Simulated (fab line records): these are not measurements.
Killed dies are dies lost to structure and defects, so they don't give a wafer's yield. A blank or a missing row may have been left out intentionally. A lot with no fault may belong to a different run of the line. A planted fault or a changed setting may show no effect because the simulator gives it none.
The same fault as seen by 2 desks || flow sky130 || what lay behind the numbers comes last; until then each desk has only its own

== TOOL OWNER'S DESK, rie_diel-02 ==
The tool's own readings at SKY_CONTACT_ETCH_18 (etches Si3N4 in CHF3/O2, stops on TiN, time 39 s, target depth 75 nm): means of the sampled wafers that have a number, for each lot that ran on this tool. If a lot's mean is further than 4 standard deviations from the usual mean, the lot is out of limits and carries the mark OUT (the distance appears in the brackets).
Columns: A = O2_flow_sccm at SKY_CONTACT_ETCH_18, usual 5.001 sccm; B = drypump_motor_current_A at SKY_CONTACT_ETCH_18, usual 5.7 A; C = oes_product_au at SKY_CONTACT_ETCH_18, usual 0.855 a.u.; D = rf_fwd_power_W at SKY_CONTACT_ETCH_18, usual 593.5 W; E = throttle_valve_pct at SKY_CONTACT_ETCH_18, usual 8.794 %
{"lot": "L465", "first seen here": "day 34 15:00", "A": 5.002, "B": 6.1, "C": 0.861, "D": "560.3 (-14) OUT", "E": 8.800}
{"lot": "L466", "first seen here": "day 35 03:00", "A": 4.986, "B": 6.1, "C": 0.846, "D": "561.5 (-13) OUT", "E": 8.792}
{"lot": "L478", "first seen here": "day 38 09:00", "A": 4.995, "B": 6.2, "C": 0.860, "D": 592.4, "E": 8.791}
This desk's finding: out of limits on L465, L466; first on L465, day 34 15:00 (rf_fwd_power_W at SKY_CONTACT_ETCH_18). Within limits: L478.

== AT THE METROLOGY DESK ==
What the gauges read, lot by lot, whatever tool the lot ran on: means of the sampled wafers that have a number. If a lot's mean is further than 4 standard deviations from the usual mean, the lot is out of limits and carries the mark OUT (the distance appears in the brackets).
Columns: A = cd_nm at SKY_CONTACT_CD_MEAS_14, usual 170.2 nm; B = CONTACT_OVL at SKY_CONTACT_OVL_MEAS_15, usual -4 nm
{"lot": "L458", "first seen here": "day 32 10:36", "A": 169.8, "B": -2}
{"lot": "L465", "first seen here": "day 34 15:25", "A": 172.1, "B": -4}
{"lot": "L466", "first seen here": "day 35 03:37", "A": 171.0, "B": -3}
{"lot": "L471", "first seen here": "day 36 09:31", "A": 170.8, "B": -5}
{"lot": "L476", "first seen here": "day 38 00:01", "A": 170.4, "B": -3}
{"lot": "L478", "first seen here": "day 38 09:23", "A": 168.2, "B": -1}
This desk's verdict: no lot among the 6 shows anything out of limits.

== BROUGHT TOGETHER ==
On L465, L466, at day 34 15:00, an alarm was possible from the tool owner's desk.
Metrology desk: nothing out of limits seen.
The metrology desk holds a record of L465, L466, inside its limits.
Of the lots named, all ran SKY_CONTACT_ETCH_18 on rie_diel-02.

== WHAT THE SIMULATOR HAD INSERTED ==
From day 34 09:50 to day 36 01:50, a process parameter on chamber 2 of rie_diel-02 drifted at SKY_CONTACT_ETCH_18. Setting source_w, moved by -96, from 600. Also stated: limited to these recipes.
Struck lots among those shown: L465, L466.
How many hours passed from the start of the fault until each desk's first out-of-limits reading: the tool owner's desk, 5.
